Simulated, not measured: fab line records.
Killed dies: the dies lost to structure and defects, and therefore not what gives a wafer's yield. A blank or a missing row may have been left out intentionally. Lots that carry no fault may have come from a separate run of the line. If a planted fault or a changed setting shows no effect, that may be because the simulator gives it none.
8D (eight disciplines) problem report, filled in by code + flow gf180mcu + the parts of the form that need people (team, actions taken, sign-off) are left out

== 1. THE ISSUE ==
Mean of chamber-pressure-pa at GF_MIM_SPUTTER_02: 0.4541 Pa across 8 wafers in 3 lots; on wafers with no fault it is 0.4000 Pa (standard deviation 0.00081). That puts it +67 standard deviations away from the usual mean.
The step: material AlCu, target thk 450 nm, time 23.9 s.
Earliest sighting: wafer L104.2 on pvd-sputter-04 at day 26 19:44. The record holds 41 wafers of 14 lots with a number at this step. Rule for "out", or "out of limits": more than 4 standard deviations from the usual mean. All remaining wafers that have a number are taken as sound.

== 2. WHAT IT IS, AND WHAT IT ISN'T ==
| question                    | is                     | is not                                                                                                   |
|-----------------------------|------------------------|----------------------------------------------------------------------------------------------------------|
| which readings at this step | chamber-pressure-pa    | -                                                                                                        |
| which lots                  | L104, L105, L107       | L100, L110, L114, L116, L117, L118, L119, L120, L997, L998, L999                                         |
| which wafers of those lots  | all that have a number | -                                                                                                        |
| read on which tools         | pvd-sputter-04         | pvd-sputter-02, pvd-sputter-03                                                                           |
| when                        | from day 26 19:44      | up to then (12 sound wafers); but 21 sound wafers of L110, L114, L116, L117, L118, L119, L120 came after |

== 3. THE SUSPECTS, EACH WITH WHAT RULES IT OUT ==
Counting: a tool at a process step up to the reading stays a suspect if it ran every lot that is out and no sound lot after the first of them.
- pvd-sputter-02 at GF_M2_SPUTTER_00 (material Ti, target thk 37.5 nm, time 150 s): ruled out as a lasting fault. After its first lot that is out, L104 (day 20 21:17), sound lots L110, L117, L118, L119 ran on it.
- pvd-sputter-04 at GF_MIM_SPUTTER_02 (material AlCu, target thk 450 nm, time 23.9 s): ruled out as a lasting fault. After its first lot that is out, L104 (day 26 19:44), sound lots L120 ran on it.
Left after counting: nothing in the record.

== 4. THE CAUSE (what the simulator had put in) ==
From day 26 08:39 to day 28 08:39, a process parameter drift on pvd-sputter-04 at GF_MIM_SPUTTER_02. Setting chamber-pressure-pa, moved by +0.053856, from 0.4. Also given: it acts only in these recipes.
Counting ruled it out, wrongly.

== 5. THE CHAIN OF EFFECTS, in route order ==
One row per reading whose mean, taken over the struck wafers that have a number, lies over 3 standard deviations from the usual. Only readings for which the record gives a usual standard deviation are gone through. hours: the time from each lot's start at the first step in this table that gives one to its start at this step, as a median over the lots. sigmas: the change in usual standard deviations.
| hours | step              | reading             | usual     | on struck wafers | change  | sigmas |
|-------|-------------------|---------------------|-----------|------------------|---------|--------|
| 0     | GF_MIM_SPUTTER_02 | chamber-pressure-pa | 0.4000 Pa | 0.4541           | +0.0541 | +67    |
Its process steps:
- GF_MIM_SPUTTER_02: material AlCu, target thk 450 nm, time 23.9 s.

== 6. HOW IT WOULD HAVE BEEN CAUGHT EARLIER ==
First out-of-limits reading in this record: day 26 19:44, which is 11 hours after fault onset at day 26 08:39.
